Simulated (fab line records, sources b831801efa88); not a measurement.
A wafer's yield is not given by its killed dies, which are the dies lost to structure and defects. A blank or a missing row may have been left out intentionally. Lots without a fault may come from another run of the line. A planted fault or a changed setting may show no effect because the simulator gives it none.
What tool caused it? || flow sky130 || 13 lots, 39 wafers sampled, at 5 steps of a route of 708

## WHAT THE GAUGES SHOWED, per wafer
SKY_FIELD_ISO_THK_MEAS_04.
{"lot": "L584", "measured": "day 1 15:41", "on": "film-metro-02", "FIELD_ISO_CVD_03_THK (nm)": "165.0 165.1 163.6"}
{"lot": "L588", "measured": "day 2 11:54", "on": "film-metro-03", "FIELD_ISO_CVD_03_THK (nm)": "167.6 166.3 166.6"}
{"lot": "L589", "measured": "day 2 15:58", "on": "film-metro-02", "FIELD_ISO_CVD_03_THK (nm)": "162.7 164.1 164.8"}
{"lot": "L590", "measured": "day 2 19:29", "on": "film-metro-03", "FIELD_ISO_CVD_03_THK (nm)": "166.9 166.2 165.6"}
{"lot": "L592", "measured": "day 3 06:35", "on": "film-metro-02", "FIELD_ISO_CVD_03_THK (nm)": "165.9 166.8 164.6"}
{"lot": "L598", "measured": "day 4 11:29", "on": "film-metro-04", "FIELD_ISO_CVD_03_THK (nm)": "165.6 164.3 164.0"}
{"lot": "L600", "measured": "day 4 21:29", "on": "film-metro-03", "FIELD_ISO_CVD_03_THK (nm)": "166.6 166.1 167.5"}
{"lot": "L602", "measured": "day 5 12:13", "on": "film-metro-02", "FIELD_ISO_CVD_03_THK (nm)": "164.3 165.2 164.8"}
{"lot": "L603", "measured": "day 5 17:19", "on": "film-metro-03", "FIELD_ISO_CVD_03_THK (nm)": "166.4 166.8 167.2"}
{"lot": "L604", "measured": "day 5 20:05", "on": "film-metro-02", "FIELD_ISO_CVD_03_THK (nm)": "163.9 164.0 162.7"}
{"lot": "L605", "measured": "day 6 00:22", "on": "film-metro-02", "FIELD_ISO_CVD_03_THK (nm)": "166.0 166.0 165.5"}
{"lot": "L606", "measured": "day 6 04:27", "on": "film-metro-03", "FIELD_ISO_CVD_03_THK (nm)": "167.6 166.6 167.9"}
{"lot": "L607", "measured": "day 6 11:06", "on": "film-metro-03", "FIELD_ISO_CVD_03_THK (nm)": "167.0 169.3 168.4"}

SKY_FIELD_ISO_THK_MEAS_25.
{"lot": "L584", "measured": "day 2 09:32", "on": "film-metro-03", "FIELD_ISO_CVD_24_THK (nm)": "597 594 591"}
{"lot": "L588", "measured": "day 3 04:56", "on": "film-metro-04", "FIELD_ISO_CVD_24_THK (nm)": "594 592 588"}
{"lot": "L589", "measured": "day 3 09:58", "on": "film-metro-04", "FIELD_ISO_CVD_24_THK (nm)": "596 593 595"}
{"lot": "L590", "measured": "day 3 13:08", "on": "film-metro-03", "FIELD_ISO_CVD_24_THK (nm)": "599 593 598"}
{"lot": "L592", "measured": "day 4 00:39", "on": "film-metro-03", "FIELD_ISO_CVD_24_THK (nm)": "597 592 599"}
{"lot": "L598", "measured": "day 5 11:40", "on": "film-metro-04", "FIELD_ISO_CVD_24_THK (nm)": "601 594 597"}
{"lot": "L600", "measured": "day 5 18:12", "on": "film-metro-03", "FIELD_ISO_CVD_24_THK (nm)": "590 600 608"}
{"lot": "L602", "measured": "day 6 10:49", "on": "film-metro-02", "FIELD_ISO_CVD_24_THK (nm)": "589 603 597"}
{"lot": "L603", "measured": "day 6 15:01", "on": "film-metro-04", "FIELD_ISO_CVD_24_THK (nm)": "602 593 597"}
{"lot": "L604", "measured": "day 6 20:17", "on": "film-metro-02", "FIELD_ISO_CVD_24_THK (nm)": "602 602 590"}
{"lot": "L605", "measured": "day 6 23:46", "on": "film-metro-04", "FIELD_ISO_CVD_24_THK (nm)": "597 592 587"}
{"lot": "L606", "measured": "day 7 03:08", "on": "film-metro-04", "FIELD_ISO_CVD_24_THK (nm)": "587 586 588"}
{"lot": "L607", "measured": "day 7 09:29", "on": "film-metro-04", "FIELD_ISO_CVD_24_THK (nm)": "590 592 599"}

SKY_NWELL_RS_MEAS_29: uses a four-point probe to measure.
{"lot": "L584", "measured": "day 5 09:41", "on": "film-metro-04", "NWELL_RS (ohm/sq)": "623.9 625.0 623.3"}
{"lot": "L588", "measured": "day 6 08:10", "on": "film-metro-03", "NWELL_RS (ohm/sq)": "637.8 638.2 639.3"}
{"lot": "L589", "measured": "day 6 14:14", "on": "film-metro-04", "NWELL_RS (ohm/sq)": "622.1 622.3 621.2"}
{"lot": "L590", "measured": "day 6 21:49", "on": "film-metro-03", "NWELL_RS (ohm/sq)": "636.5 635.3 634.7"}
{"lot": "L592", "measured": "day 7 09:04", "on": "film-metro-03", "NWELL_RS (ohm/sq)": "637.9 639.1 639.8"}
{"lot": "L598", "measured": "day 9 04:43", "on": "film-metro-01", "NWELL_RS (ohm/sq)": "627.2 625.3 625.6"}
{"lot": "L600", "measured": "day 9 09:56", "on": "film-metro-04", "NWELL_RS (ohm/sq)": "623.5 621.2 621.9"}
{"lot": "L602", "measured": "day 10 04:31", "on": "film-metro-04", "NWELL_RS (ohm/sq)": "621.6 620.2 621.8"}
{"lot": "L603", "measured": "day 10 07:22", "on": "film-metro-04", "NWELL_RS (ohm/sq)": "621.8 622.8 625.1"}
{"lot": "L604", "measured": "day 10 21:50", "on": "film-metro-04", "NWELL_RS (ohm/sq)": "620.0 619.6 622.2"}
{"lot": "L605", "measured": "day 10 20:36", "on": "film-metro-03", "NWELL_RS (ohm/sq)": "622.9 621.8 620.2"}
{"lot": "L606", "measured": "day 11 01:12", "on": "film-metro-04", "NWELL_RS (ohm/sq)": "621.0 623.1 621.5"}
{"lot": "L607", "measured": "day 11 06:26", "on": "film-metro-01", "NWELL_RS (ohm/sq)": "625.5 625.4 626.0"}

SKY_VT_ADJUST_HVTP_OVL_MEAS_08.
{"lot": "L584", "measured": "day 6 02:54", "on": "overlay-01", "VT_ADJUST_HVTP_OVL (nm)": "-4.6 -2.9 -5.2"}
{"lot": "L588", "measured": "day 7 03:29", "on": "overlay-02", "VT_ADJUST_HVTP_OVL (nm)": "-2.9 -0.8 -3.3"}
{"lot": "L589", "measured": "day 7 09:22", "on": "overlay-01", "VT_ADJUST_HVTP_OVL (nm)": "-2.2 -3.1 -3.3"}
{"lot": "L590", "measured": "day 7 17:40", "on": "overlay-02", "VT_ADJUST_HVTP_OVL (nm)": "-1.3 -0.3 0.0"}
{"lot": "L592", "measured": "day 8 05:38", "on": "overlay-01", "VT_ADJUST_HVTP_OVL (nm)": "-1.6 -2.6 0.6"}
{"lot": "L598", "measured": "day 10 02:42", "on": "overlay-02", "VT_ADJUST_HVTP_OVL (nm)": "-1.4 -1.0 -0.6"}
{"lot": "L600", "measured": "day 10 08:08", "on": "overlay-02", "VT_ADJUST_HVTP_OVL (nm)": "-1.7 -0.4 -0.2"}
{"lot": "L602", "measured": "day 11 03:34", "on": "overlay-01", "VT_ADJUST_HVTP_OVL (nm)": "-2.9 -3.1 -1.3"}
{"lot": "L603", "measured": "day 11 06:37", "on": "overlay-01", "VT_ADJUST_HVTP_OVL (nm)": "-1.9 -1.0 -0.6"}
{"lot": "L604", "measured": "day 11 22:07", "on": "overlay-01", "VT_ADJUST_HVTP_OVL (nm)": "-0.8 -1.4 -2.1"}
{"lot": "L605", "measured": "day 11 20:37", "on": "overlay-01", "VT_ADJUST_HVTP_OVL (nm)": "-3.1 -0.3 -0.5"}
{"lot": "L606", "measured": "day 12 00:36", "on": "overlay-02", "VT_ADJUST_HVTP_OVL (nm)": "0.0 -1.0 -0.7"}
{"lot": "L607", "measured": "day 12 06:55", "on": "overlay-02", "VT_ADJUST_HVTP_OVL (nm)": "-3.9 -1.5 -1.7"}

## TOOL THAT RAN EACH LOT (tool first, then ch and the chambers of the sampled wafers, then the start)
{"lot": "L584", "SKY_NWELL_IMPLANT_13": "implanter-01 ch 0, day 4 15:07"}
{"lot": "L588", "SKY_NWELL_IMPLANT_13": "implanter-01 ch 0, day 5 13:52"}
{"lot": "L589", "SKY_NWELL_IMPLANT_13": "implanter-04 ch 0, day 5 18:55"}
{"lot": "L590", "SKY_NWELL_IMPLANT_13": "implanter-01 ch 0, day 6 01:52"}
{"lot": "L592", "SKY_NWELL_IMPLANT_13": "implanter-01 ch 0, day 6 13:40"}
{"lot": "L598", "SKY_NWELL_IMPLANT_13": "implanter-04 ch 0, day 8 06:25"}
{"lot": "L600", "SKY_NWELL_IMPLANT_13": "implanter-03 ch 0, day 8 12:46"}
{"lot": "L602", "SKY_NWELL_IMPLANT_13": "implanter-01 ch 0, day 9 06:48"}
{"lot": "L603", "SKY_NWELL_IMPLANT_13": "implanter-01 ch 0, day 9 09:26"}
{"lot": "L604", "SKY_NWELL_IMPLANT_13": "implanter-03 ch 0, day 9 22:14"}
{"lot": "L605", "SKY_NWELL_IMPLANT_13": "implanter-01 ch 0, day 9 21:41"}
{"lot": "L606", "SKY_NWELL_IMPLANT_13": "implanter-03 ch 0, day 10 01:20"}
{"lot": "L607", "SKY_NWELL_IMPLANT_13": "implanter-04 ch 0, day 10 06:55"}
- SKY_NWELL_IMPLANT_13

## WHAT THE TOOLS THEMSELVES READ (means of the sampled wafers that have a number; where no wafer has one, the mark that the record gives instead)
SKY_NWELL_IMPLANT_13.
{"lot": "L584", "tool": "implanter-01", "dose-ions-cm2": 6.990e+11, "faraday-current-uA": 3.96}
{"lot": "L588", "tool": "implanter-01", "dose-ions-cm2": 3.242e+11, "faraday-current-uA": 1.81}
{"lot": "L589", "tool": "implanter-04", "dose-ions-cm2": 6.993e+11, "faraday-current-uA": 3.94}
{"lot": "L590", "tool": "implanter-01", "dose-ions-cm2": 3.255e+11, "faraday-current-uA": 1.83}
{"lot": "L592", "tool": "implanter-01", "dose-ions-cm2": 3.248e+11, "faraday-current-uA": 1.86}
{"lot": "L598", "tool": "implanter-04", "dose-ions-cm2": 7.007e+11, "faraday-current-uA": 3.96}
{"lot": "L600", "tool": "implanter-03", "dose-ions-cm2": 7.004e+11, "faraday-current-uA": 3.97}
{"lot": "L602", "tool": "implanter-01", "dose-ions-cm2": 6.989e+11, "faraday-current-uA": 3.91}
{"lot": "L603", "tool": "implanter-01", "dose-ions-cm2": 6.995e+11, "faraday-current-uA": 3.91}
{"lot": "L604", "tool": "implanter-03", "dose-ions-cm2": 6.992e+11, "faraday-current-uA": 3.87}
{"lot": "L605", "tool": "implanter-01", "dose-ions-cm2": 6.999e+11, "faraday-current-uA": 3.92}
{"lot": "L606", "tool": "implanter-03", "dose-ions-cm2": 7.002e+11, "faraday-current-uA": 4.00}
{"lot": "L607", "tool": "implanter-04", "dose-ions-cm2": 6.996e+11, "faraday-current-uA": 3.98}

## THE ANSWER, worked out from the rows above alone
Rule: usual is defined by the lots themselves. Put in order of their means at a reading, lots are off if they are a third of the lots or fewer, leave a main group of 4 or more, and stand apart from it by a gap of 3 or more times the standard deviation of the main group's means; of several such gaps the widest counts. Not used: any main group whose means are identical at the precision the tables above print for the reading. Also off: a lot with no number at a reading for which 4 or more lots have one. The other lots that the step has rows for count as sound. First the gauges in route order, then the tools' own readings, where a lot's mean is used as printed above. The first step at which some lot is off is used, and at that step the reading that is off furthest; a lot without a number counts as furthest.
Off: L588, L590, L592, seen at SKY_NWELL_RS_MEAS_29 (NWELL_RS). Mean 622.8 ohm/sq and standard deviation 1.8 in the main group.
If a tool, at a process step before that reading, ran all the lots that are off and no sound lot after the first of them, it fits. The gauges at SKY_NWELL_RS_MEAS_29 aren't tried: what is off there is off at SKY_NWELL_IMPLANT_13 too, on other tools, and a gauge's error can't cause that. None of those tried fits.

## WHAT HAD BEEN PUT IN BY THE SIMULATOR
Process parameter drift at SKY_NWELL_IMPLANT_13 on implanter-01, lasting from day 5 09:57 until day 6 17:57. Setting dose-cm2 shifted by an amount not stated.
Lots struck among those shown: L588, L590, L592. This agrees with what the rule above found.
